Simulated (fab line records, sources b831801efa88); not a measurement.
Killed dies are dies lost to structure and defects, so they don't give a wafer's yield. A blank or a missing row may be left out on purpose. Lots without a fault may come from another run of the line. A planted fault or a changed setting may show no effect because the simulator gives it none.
Problem report in the 8D (eight disciplines) form, filled by code | flow sky130 | the parts of the form that need people (team, actions taken, sign-off) are left out

1. THE PROBLEM
head_pressure_psi at SKY_CONTACT_CMP_04 reads a mean of 1.573 psi on 1 wafer of 1 lot; wafers without a fault read 4.000 psi with a standard deviation of 0.009. That is -99 or more standard deviations from the usual mean.
The step: polishes SiO2.
First seen on wafer L823.6, day 34 11:01, on cmp-01. The record holds 33 wafers of 11 lots with a number at this step. Rule for "out", or "out of limits": more than 4 standard deviations from the usual mean. The other wafers with a number count as sound.

2. WHAT IT IS AND WHAT IT IS NOT
question                    | is                                                     | is not
which readings at this step | head_pressure_psi, motor_current_A, time_to_endpoint_s | -
which lots                  | L823                                                   | L813, L814, L816, L817, L821, L831, L832, L833, L834, L835
which wafers of those lots  | L823.6                                                 | L823.3, L823.5
read on which tools         | cmp-01                                                 | cmp-02
when                        | from day 34 11:01                                      | up to then (17 sound wafers); but 15 sound wafers of L831, L832, L833, L834, L835 came after

3. SUSPECTS, AND WHAT RULES EACH OUT
Counting: a tool at a process step up to the reading stays a suspect if it ran every lot that is out. Sound lots after the first of them don't rule it out here, since some wafers of a struck lot are sound.
- rie_metal-02 at SKY_LOCAL_INTERCONNECT_ETCH_13 (etches BARC in N2/H2, stops on SiO2, time 45.9 s, target depth 60 nm): kept. It ran the lot that is out, L823 (day 34 09:57); its last sound lot up to then is L821 (day 33 16:26).
- cmp-01 at SKY_CONTACT_CMP_04 (polishes SiO2): kept. It ran the lot that is out, L823 (day 34 11:01); its last sound lot up to then is L817 (day 32 04:46). Its own readings are out on those wafers: head_pressure_psi, motor_current_A, time_to_endpoint_s.
- Within rie_metal-02 at SKY_LOCAL_INTERCONNECT_ETCH_13: the wafers that are out ran in chamber 0; their sound lot-mates ran in chamber 1.
- Within cmp-01 at SKY_CONTACT_CMP_04: the wafers that are out ran in chamber 2; their sound lot-mates ran in chambers 0, 1.
Left after counting: rie_metal-02 at SKY_LOCAL_INTERCONNECT_ETCH_13, cmp-01 at SKY_CONTACT_CMP_04.

4. THE CAUSE (what the simulator had put in)
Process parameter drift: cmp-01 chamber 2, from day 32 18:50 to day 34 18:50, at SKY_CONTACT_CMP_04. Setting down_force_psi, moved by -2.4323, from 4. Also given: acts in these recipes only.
Counting left 2 suspects, and this tool is among them.

5. THE CHAIN OF EFFECTS, in route order
Each row: a reading whose mean over the struck wafers that have a number lies more than 3 standard deviations from the usual. Only readings for which the record gives a usual standard deviation are gone through. hours: the time from each lot's start at the first step in this table that gives one to its start at this step, as a median over the lots. sigmas: the change in usual standard deviations.
hours | step                  | reading            | usual      | on struck wafers | change | sigmas
0     | SKY_CONTACT_CMP_04    | head_pressure_psi  | 4.000 psi  | 1.573            | -2.427 | -99 or more
0     | SKY_CONTACT_CMP_04    | motor_current_A    | 11.7 A     | 6.9              | -4.8   | -4.4
0     | SKY_CONTACT_CMP_04    | time_to_endpoint_s | 82 s       | 107              | +25    | +5.4
27    | SKY_CONTACT_ETCH_17   | oes_product_au     | 0.892 a.u. | 1.006            | +0.114 | +23
-     | SKY_CONTACT_ETCH_18   | oes_product_au     | 0.853 a.u. | 0.815            | -0.038 | -4.7
344   | SKY_PAD_OPEN_PROBE_99 | killed_at_contacts | 24         | 407              | +383   | +66
344   | SKY_PAD_OPEN_PROBE_99 | killed_dies        | 88         | 485              | +397   | +42
344   | SKY_PAD_OPEN_PROBE_99 | killed_on_rim      | 17         | 93               | +76    | +21
The process steps in it:
- SKY_CONTACT_CMP_04: polishes SiO2.
- SKY_CONTACT_ETCH_17: etches SiO2 in C4F8/O2/Ar, stops on Si3N4, target depth 340 nm.
- SKY_CONTACT_ETCH_18: etches Si3N4 in CHF3/O2, stops on TiN, time 39 s, target depth 75 nm.
- SKY_PAD_OPEN_PROBE_99
Later measuring or inspecting steps at which every struck wafer that the step has a row for has a number for every such reading, and none has moved that far: SKY_CONTACT_BOW_MEAS_05.

6. WHAT WOULD HAVE CAUGHT IT SOONER
In this record the first reading out of limits was taken at day 34 11:01, 40 hours after the fault began at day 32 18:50.
